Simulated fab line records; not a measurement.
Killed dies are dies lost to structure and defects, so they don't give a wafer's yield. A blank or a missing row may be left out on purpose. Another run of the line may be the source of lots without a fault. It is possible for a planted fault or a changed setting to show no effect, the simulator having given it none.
Which tool did it? -- flow gf180mcu -- 11 lots with 33 wafers sampled at 4 steps, on a route of 602 steps

## WHAT THE GAUGES READ, wafer by wafer
GF_M4_CD_MEAS_14: the cd target is 280 nm.
lot,measured,on,cdNm (nm)
L530,day 23 11:11,cdSem-02,278.2 279.0 279.2
L531,day 23 19:40,cdSem-01,279.7 280.3 280.4
L532,day 23 22:16,cdSem-01,278.8 278.7 279.3
L534,day 25 02:06,cdSem-01,278.1 277.0 276.9
L536,day 25 11:23,cdSem-02,279.4 279.8 279.1
L535,day 25 11:48,cdSem-01,280.9 281.0 279.8
L538,day 26 08:14,cdSem-02,277.3 277.6 278.9
L547,day 28 20:52,cdSem-01,282.6 282.1 282.8
L548,day 29 05:22,cdSem-01,281.8 281.3 280.4
L550,day 29 23:52,cdSem-01,281.6 279.5 281.5
L552,day 30 03:25,cdSem-02,280.6 280.4 280.3

GF_PASSIVATION_THK_MEAS_03.
lot,measured,on,PASSIVATION_CVD_02_THK (nm)
L530,day 28 03:23,filmMetro-02,682 714 698
L531,day 28 12:05,filmMetro-04,708 710 711
L532,day 28 19:01,filmMetro-03,689 704 700
L534,day 29 13:28,filmMetro-04,688 692 712
L536,day 30 00:14,filmMetro-04,692 704 700
L535,day 30 01:37,filmMetro-03,707 696 720
L538,day 30 18:42,filmMetro-02,700 699 708
L547,day 32 21:17,filmMetro-04,699 506 480
L548,day 33 05:26,filmMetro-04,701 689 496
L550,day 33 19:38,filmMetro-02,707 698 720
L552,day 33 22:31,filmMetro-02,703 695 702

## TOOL THAT RAN EACH LOT (tool first, then ch and the chambers of the sampled wafers, then the start)
lot,GF_V4_ETCH_17,GF_PASSIVATION_CVD_02
L530,"rieDiel-01 ch 2,3, day 28 03:05 or earlier","pecvd-02 ch 0,1, day 28 03:05"
L531,"rieDiel-03 ch 0,2,3, day 28 11:47 or earlier","pecvd-03 ch 0,2, day 28 11:47"
L532,"rieDiel-01 ch 0,1,3, day 28 18:43 or earlier","pecvd-02 ch 0,1, day 28 18:43"
L534,"rieDiel-04 ch 0,1,2, day 29 13:11 or earlier","pecvd-01 ch 0,2, day 29 13:11"
L536,"rieDiel-04 ch 0,1,3, day 29 23:57 or earlier","pecvd-01 ch 0,2, day 29 23:57"
L535,"rieDiel-01 ch 1,2,3, day 30 01:20 or earlier","pecvd-01 ch 1,2, day 30 01:20"
L538,"rieDiel-04 ch 0,2, day 30 18:25 or earlier","pecvd-01 ch 1,2, day 30 18:25"
L547,"rieDiel-03 ch 0,1, day 32 20:59 or earlier","pecvd-01 ch 0,1,2, day 32 20:59"
L548,"rieDiel-01 ch 1,3, day 33 05:08 or earlier","pecvd-01 ch 0,2, day 33 05:08"
L550,"rieDiel-03 ch 1,2, day 33 19:20 or earlier","pecvd-02 ch 0,2, day 33 19:20"
L552,"rieDiel-04 ch 1,2, day 33 22:13 or earlier","pecvd-03 ch 0,1,2, day 33 22:13"
- GF_V4_ETCH_17: etches SiO2 in C4F8/O2/Ar, stops on TiN, target depth 630 nm.
- GF_PASSIVATION_CVD_02: deposits Si3N4, target thk 700 nm, time 486.18 s.

## WHAT THE TOOLS THEMSELVES READ (means of the sampled wafers that have a number; where no wafer has one, the mark that the record gives instead)
GF_V4_ETCH_17.
lot,tool,oesProductAu (a.u.),rfFwdPowerW (W)
L530,rieDiel-01,0.856,1496
L531,rieDiel-03,0.852,1495
L532,rieDiel-01,0.857,1496
L534,rieDiel-04,0.856,1491
L536,rieDiel-04,0.861,1493
L535,rieDiel-01,0.858,1491
L538,rieDiel-04,0.853,1489
L547,rieDiel-03,0.852,1490
L548,rieDiel-01,0.859,1490
L550,rieDiel-03,0.852,1493
L552,rieDiel-04,0.856,1488

GF_PASSIVATION_CVD_02.
lot,tool,heaterPowerW (W),rfFwdPowerW (W)
L530,pecvd-02,717,449.2
L531,pecvd-03,676,448.9
L532,pecvd-02,673,449.6
L534,pecvd-01,612,450.6
L536,pecvd-01,584,449.5
L535,pecvd-01,552,449.5
L538,pecvd-01,597,449.6
L547,pecvd-01,555,449.4
L548,pecvd-01,549,449.8
L550,pecvd-02,785,448.8
L552,pecvd-03,600,448.8

## THE ANSWER, worked out from the rows above alone
Rule: usual is defined by the lots themselves. The widest of any qualifying gaps counts: lots, ordered by their means at a reading, are off when they make up no more than a third of the lots, leave a main group of 4 or more, and stand apart from it by 3 or more times the standard deviation of that group's means. A main group whose means are all the same, to the digits that the tables above print for the reading, isn't used. Also off: a lot with no number at a reading for which 4 or more lots have one. The other lots that the step has rows for count as sound. First the gauges in route order, then the tools' own readings, where a lot's mean is used as printed above. At the first step where some lot is off, the reading lying furthest off is the one used; lots without a number count as furthest.
Off: at GF_PASSIVATION_THK_MEAS_03 (PASSIVATION_CVD_02_THK), L547, L548. The main group has a mean of 702 nm with a standard deviation of 4.7.
If a tool, at a process step before that reading, ran all the lots that are off and no sound lot after the first of them, it fits. Gauges at GF_PASSIVATION_THK_MEAS_03: tried the same way as those tools. Because GF_V4_ETCH_17 lacks a start for some lots, the hours and order of its lots are taken from GF_PASSIVATION_CVD_02. Can't be told from this: 2 tools fit, pecvd-01 at GF_PASSIVATION_CVD_02, filmMetro-04 at GF_PASSIVATION_THK_MEAS_03.

## WHAT WAS PUT IN BY THE SIMULATOR
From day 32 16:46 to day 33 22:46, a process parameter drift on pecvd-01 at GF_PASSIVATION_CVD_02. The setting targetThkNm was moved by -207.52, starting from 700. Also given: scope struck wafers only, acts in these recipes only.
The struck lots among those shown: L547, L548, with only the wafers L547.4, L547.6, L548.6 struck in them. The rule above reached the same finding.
